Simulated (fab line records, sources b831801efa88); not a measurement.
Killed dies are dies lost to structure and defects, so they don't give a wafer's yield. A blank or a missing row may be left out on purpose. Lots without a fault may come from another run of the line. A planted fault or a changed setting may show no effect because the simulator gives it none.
Tool commonality check | flow gf180mcu | 12 lots, 42 wafers sampled

WHY IT WAS OPENED
At GF_HV_LDD_TW_MEAS_38 the reading HV_LDD_3_TW is flagged on 2 of 12 lots. Wafers without a fault read 1445, standard deviation 5.6.
Rule: a lot is flagged when every wafer of it that has a number lies more than 4 standard deviations from that mean, or none has a number. The other lots count as sound.

lot  | measured     | on            | HV_LDD_3_TW, wafer by wafer | flag
L171 | day 12 07:10 | film_metro-01 | 1445 1447 1448              |
L173 | day 12 20:18 | film_metro-04 | 1444 1445 1452              |
L172 | day 12 21:16 | film_metro-01 | 1451 1444 1444              |
L174 | day 13 03:39 | film_metro-03 | 1448 1449 1449              |
L175 | day 13 14:36 | film_metro-04 | 30 30 30 30 30 30           | FLAGGED
L177 | day 14 03:31 | film_metro-03 | 30 30 30 30 30 30           | FLAGGED
L185 | day 16 19:41 | film_metro-01 | 1438 1439 1438              |
L187 | day 17 01:54 | film_metro-01 | 1433 1443 1435              |
L189 | day 17 19:28 | film_metro-03 | 1436 1433 1442              |
L191 | day 18 04:45 | film_metro-04 | 1455 1455 1449              |
L192 | day 18 15:16 | film_metro-04 | 1446 1452 1443              |
L193 | day 18 16:19 | film_metro-01 | 1444 1444 1438              |
The numbers of the flagged lots are 30 on average: -1415 against the usual, or -99 or more standard deviations.

WHICH TOOL RAN EACH LOT
The record holds 1 process step before the reading, out of a route of 602 steps. In each cell: the tool, then ch and the chambers that the sampled wafers went through, then the start.
lot  | flag    | GF_HV_LDD_DEVELOP_30
L171 |         | litho_track-04 ch 0, day 12 06:10
L173 |         | litho_track-04 ch 0, day 12 19:17
L172 |         | litho_track-04 ch 0, day 12 20:11
L174 |         | litho_track-03 ch 0, day 13 02:40
L175 | FLAGGED | litho_track-04 ch 0, day 13 13:35
L177 | FLAGGED | litho_track-04 ch 0, day 14 02:31
L185 |         | litho_track-02 ch 0, day 16 18:42
L187 |         | litho_track-03 ch 0, day 17 00:55
L189 |         | litho_track-03 ch 0, day 17 18:29
L191 |         | litho_track-04 ch 0, day 18 03:44
L192 |         | litho_track-02 ch 0, day 18 14:17
L193 |         | litho_track-02 ch 0, day 18 15:20
What these steps do:
- GF_HV_LDD_DEVELOP_30: develop time 60 s.
- GF_HV_LDD_TW_MEAS_38

FLAGGED OVER TOTAL, TOOL BY TOOL (the gauges that took the reading come last)
step                 | tool           | lots run | flagged | share of the flagged lots | sound lots run after its first flagged lot
GF_HV_LDD_DEVELOP_30 | litho_track-02 | 3        | 0       | none                      | -
GF_HV_LDD_DEVELOP_30 | litho_track-03 | 3        | 0       | none                      | -
GF_HV_LDD_DEVELOP_30 | litho_track-04 | 6        | 2       | all                       | 1 (L191)
GF_HV_LDD_TW_MEAS_38 | film_metro-01  | 5        | 0       | none                      | -
GF_HV_LDD_TW_MEAS_38 | film_metro-03  | 3        | 1       | some                      | 1 (L189)
GF_HV_LDD_TW_MEAS_38 | film_metro-04  | 4        | 1       | some                      | 2 (L191,L192)

WHAT THE TABLE ALLOWS
1 row of the table ran every flagged lot: litho_track-04 at GF_HV_LDD_DEVELOP_30.
- litho_track-04 at GF_HV_LDD_DEVELOP_30: 2 of its 6 lots flagged. Sound lots ran on it after the first flagged one (L191), which a lasting fault on the whole tool wouldn't allow.
No row of the table ran every flagged lot and no sound lot after the first.

WHAT THE SIMULATOR HAD PUT IN
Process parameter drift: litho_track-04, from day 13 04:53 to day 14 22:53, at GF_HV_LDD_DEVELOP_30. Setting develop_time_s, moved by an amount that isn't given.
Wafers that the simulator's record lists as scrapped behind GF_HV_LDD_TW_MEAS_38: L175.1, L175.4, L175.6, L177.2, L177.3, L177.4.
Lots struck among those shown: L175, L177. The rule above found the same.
